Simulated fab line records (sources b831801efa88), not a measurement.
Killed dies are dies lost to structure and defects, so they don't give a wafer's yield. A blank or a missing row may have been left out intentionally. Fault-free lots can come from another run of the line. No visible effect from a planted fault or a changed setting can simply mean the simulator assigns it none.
Which tool did it? || flow sky130 || 13 lots with 39 wafers sampled at 3 steps, on a route of 708 steps

WHAT THE GAUGES READ, wafer by wafer
SKY_VIA2_CD_MEAS_12 targets a cd of 200 nm.
{"lot": "L561", "measured": "day 36 19:44", "on": "cdSem-02", "cdNm (nm)": "203.6 201.5 203.5"}
{"lot": "L566", "measured": "day 38 06:50", "on": "cdSem-01", "cdNm (nm)": "199.3 199.0 199.8"}
{"lot": "L567", "measured": "day 38 11:17", "on": "cdSem-01", "cdNm (nm)": "201.1 200.6 200.5"}
{"lot": "L565", "measured": "day 38 14:18", "on": "cdSem-01", "cdNm (nm)": "201.5 200.6 200.3"}
{"lot": "L571", "measured": "day 39 18:56", "on": "cdSem-02", "cdNm (nm)": "199.8 199.0 199.9"}
{"lot": "L572", "measured": "day 40 04:39", "on": "cdSem-01", "cdNm (nm)": "200.2 199.1 199.7"}
{"lot": "L574", "measured": "day 40 06:15", "on": "cdSem-01", "cdNm (nm)": "200.9 201.5 200.4"}
{"lot": "L573", "measured": "day 40 07:21", "on": "cdSem-01", "cdNm (nm)": "201.3 200.9 204.0"}
{"lot": "L575", "measured": "day 41 01:30", "on": "cdSem-02", "cdNm (nm)": "200.3 200.4 199.8"}
{"lot": "L576", "measured": "day 41 05:11", "on": "cdSem-01", "cdNm (nm)": "202.5 201.3 202.0"}
{"lot": "L577", "measured": "day 41 13:38", "on": "cdSem-02", "cdNm (nm)": "199.3 199.4 199.8"}
{"lot": "L583", "measured": "day 42 23:36", "on": "cdSem-02", "cdNm (nm)": "199.1 199.2 199.4"}
{"lot": "L584", "measured": "day 43 04:01", "on": "cdSem-02", "cdNm (nm)": "200.6 199.7 199.4"}

SKY_VIA3_OVL_MEAS_13.
{"lot": "L561", "measured": "day 40 03:47", "on": "overlay-02", "VIA3_OVL (nm)": "2 -4 1"}
{"lot": "L566", "measured": "day 41 12:02", "on": "overlay-01", "VIA3_OVL (nm)": "-6 -12 -4"}
{"lot": "L567", "measured": "day 41 16:53", "on": "overlay-02", "VIA3_OVL (nm)": "5 -5 4"}
{"lot": "L565", "measured": "day 41 19:46", "on": "overlay-02", "VIA3_OVL (nm)": "3 -4 -1"}
{"lot": "L571", "measured": "day 42 22:45", "on": "overlay-01", "VIA3_OVL (nm)": "-3 0 6"}
{"lot": "L572", "measured": "day 43 08:11", "on": "overlay-02", "VIA3_OVL (nm)": "0 11 2"}
{"lot": "L574", "measured": "day 43 10:19", "on": "overlay-01", "VIA3_OVL (nm)": "-2 -7 -12"}
{"lot": "L573", "measured": "day 43 11:01", "on": "overlay-01", "VIA3_OVL (nm)": "5 6 10"}
{"lot": "L575", "measured": "day 44 06:50", "on": "overlay-01", "VIA3_OVL (nm)": "-1 0 -3"}
{"lot": "L576", "measured": "day 44 08:39", "on": "overlay-02", "VIA3_OVL (nm)": "1 -7 -5"}
{"lot": "L577", "measured": "day 44 14:15", "on": "overlay-01", "VIA3_OVL (nm)": "2 3 8"}
{"lot": "L583", "measured": "day 45 21:22", "on": "overlay-01", "VIA3_OVL (nm)": "-9 0 -3"}
{"lot": "L584", "measured": "day 46 02:58", "on": "overlay-01", "VIA3_OVL (nm)": "-17 -7 -8"}

TOOL THAT RAN EACH LOT (tool first, then ch and the chambers of the sampled wafers, then the start)
{"lot": "L561", "SKY_VIA2_STRIP_16": "plasmaAsher-04 ch 0,1, day 36 19:59"}
{"lot": "L566", "SKY_VIA2_STRIP_16": "plasmaAsher-04 ch 0,1, day 38 07:05"}
{"lot": "L567", "SKY_VIA2_STRIP_16": "plasmaAsher-02 ch 0,1, day 38 11:32"}
{"lot": "L565", "SKY_VIA2_STRIP_16": "plasmaAsher-04 ch 0, day 38 14:32"}
{"lot": "L571", "SKY_VIA2_STRIP_16": "plasmaAsher-01 ch 0,1, day 39 19:11"}
{"lot": "L572", "SKY_VIA2_STRIP_16": "plasmaAsher-02 ch 0,1, day 40 04:53"}
{"lot": "L574", "SKY_VIA2_STRIP_16": "plasmaAsher-02 ch 0,1, day 40 06:29"}
{"lot": "L573", "SKY_VIA2_STRIP_16": "plasmaAsher-01 ch 0, day 40 07:36"}
{"lot": "L575", "SKY_VIA2_STRIP_16": "plasmaAsher-01 ch 0,1, day 41 01:46"}
{"lot": "L576", "SKY_VIA2_STRIP_16": "plasmaAsher-01 ch 0,1, day 41 05:26"}
{"lot": "L577", "SKY_VIA2_STRIP_16": "plasmaAsher-02 ch 0,1, day 41 13:53"}
{"lot": "L583", "SKY_VIA2_STRIP_16": "plasmaAsher-01 ch 0,1, day 42 23:50"}
{"lot": "L584", "SKY_VIA2_STRIP_16": "plasmaAsher-04 ch 0,1, day 43 04:17"}
- SKY_VIA2_STRIP_16: strips in O2/N2.

AS READ BY THE TOOLS THEMSELVES (means over the sampled wafers that have a number; for cases with no such wafer, the mark the record gives instead)
SKY_VIA2_STRIP_16.
{"lot": "L561", "tool": "plasmaAsher-04", "chamberPressureMTorr (mTorr)": 1500.5, "drypumpMotorCurrentA (A)": 5.7, "oesProductAu (a.u.)": 0.397, "stripTimeToEndpointS (s)": 4.030}
{"lot": "L566", "tool": "plasmaAsher-04", "chamberPressureMTorr (mTorr)": 1500.7, "drypumpMotorCurrentA (A)": 5.7, "oesProductAu (a.u.)": 0.397, "stripTimeToEndpointS (s)": 4.043}
{"lot": "L567", "tool": "plasmaAsher-02", "chamberPressureMTorr (mTorr)": 1499.5, "drypumpMotorCurrentA (A)": 5.0, "oesProductAu (a.u.)": 0.399, "stripTimeToEndpointS (s)": 4.044}
{"lot": "L565", "tool": "plasmaAsher-04", "chamberPressureMTorr (mTorr)": 1500.1, "drypumpMotorCurrentA (A)": 5.4, "oesProductAu (a.u.)": 0.397, "stripTimeToEndpointS (s)": 4.068}
{"lot": "L571", "tool": "plasmaAsher-01", "chamberPressureMTorr (mTorr)": 1500.3, "drypumpMotorCurrentA (A)": 6.2, "oesProductAu (a.u.)": 0.396, "stripTimeToEndpointS (s)": 4.051}
{"lot": "L572", "tool": "plasmaAsher-02", "chamberPressureMTorr (mTorr)": 1500.7, "drypumpMotorCurrentA (A)": 5.0, "oesProductAu (a.u.)": 0.400, "stripTimeToEndpointS (s)": 4.051}
{"lot": "L574", "tool": "plasmaAsher-02", "chamberPressureMTorr (mTorr)": 1501.7, "drypumpMotorCurrentA (A)": 5.2, "oesProductAu (a.u.)": 0.402, "stripTimeToEndpointS (s)": 4.055}
{"lot": "L573", "tool": "plasmaAsher-01", "chamberPressureMTorr (mTorr)": 1498.7, "drypumpMotorCurrentA (A)": 6.3, "oesProductAu (a.u.)": 0.400, "stripTimeToEndpointS (s)": 4.024}
{"lot": "L575", "tool": "plasmaAsher-01", "chamberPressureMTorr (mTorr)": 1500.7, "drypumpMotorCurrentA (A)": 6.2, "oesProductAu (a.u.)": 0.395, "stripTimeToEndpointS (s)": 4.048}
{"lot": "L576", "tool": "plasmaAsher-01", "chamberPressureMTorr (mTorr)": 1499.1, "drypumpMotorCurrentA (A)": 6.2, "oesProductAu (a.u.)": 0.399, "stripTimeToEndpointS (s)": 4.037}
{"lot": "L577", "tool": "plasmaAsher-02", "chamberPressureMTorr (mTorr)": 1500.4, "drypumpMotorCurrentA (A)": 5.2, "oesProductAu (a.u.)": 0.403, "stripTimeToEndpointS (s)": 4.092}
{"lot": "L583", "tool": "plasmaAsher-01", "chamberPressureMTorr (mTorr)": 1499.8, "drypumpMotorCurrentA (A)": 6.2, "oesProductAu (a.u.)": 0.400, "stripTimeToEndpointS (s)": 4.033}
{"lot": "L584", "tool": "plasmaAsher-04", "chamberPressureMTorr (mTorr)": 1500.4, "drypumpMotorCurrentA (A)": 5.7, "oesProductAu (a.u.)": 0.403, "stripTimeToEndpointS (s)": 4.042}

THE ANSWER, worked out from the rows above alone
Rule: what is usual is taken from the lots themselves. The widest of any qualifying gaps counts: lots, ordered by their means at a reading, are off when they make up no more than a third of the lots, leave a main group of 4 or more, and stand apart from it by 3 or more times the standard deviation of that group's means. A main group is skipped when, at the precision printed for the reading in the tables above, its means are all equal. A lot without any number at a reading at which 4 lots or more have one is off too. All remaining lots with rows at the step are treated as sound. After the gauges, taken in route order, come the tools' own readings; for these a lot's mean is taken, as printed above. The first step at which some lot is off is used, and at that step the reading that is off furthest; a lot without a number counts as furthest.
Across all readings shown, no lot is off: no conclusion can be drawn from this.

WHAT WAS PUT IN BY THE SIMULATOR
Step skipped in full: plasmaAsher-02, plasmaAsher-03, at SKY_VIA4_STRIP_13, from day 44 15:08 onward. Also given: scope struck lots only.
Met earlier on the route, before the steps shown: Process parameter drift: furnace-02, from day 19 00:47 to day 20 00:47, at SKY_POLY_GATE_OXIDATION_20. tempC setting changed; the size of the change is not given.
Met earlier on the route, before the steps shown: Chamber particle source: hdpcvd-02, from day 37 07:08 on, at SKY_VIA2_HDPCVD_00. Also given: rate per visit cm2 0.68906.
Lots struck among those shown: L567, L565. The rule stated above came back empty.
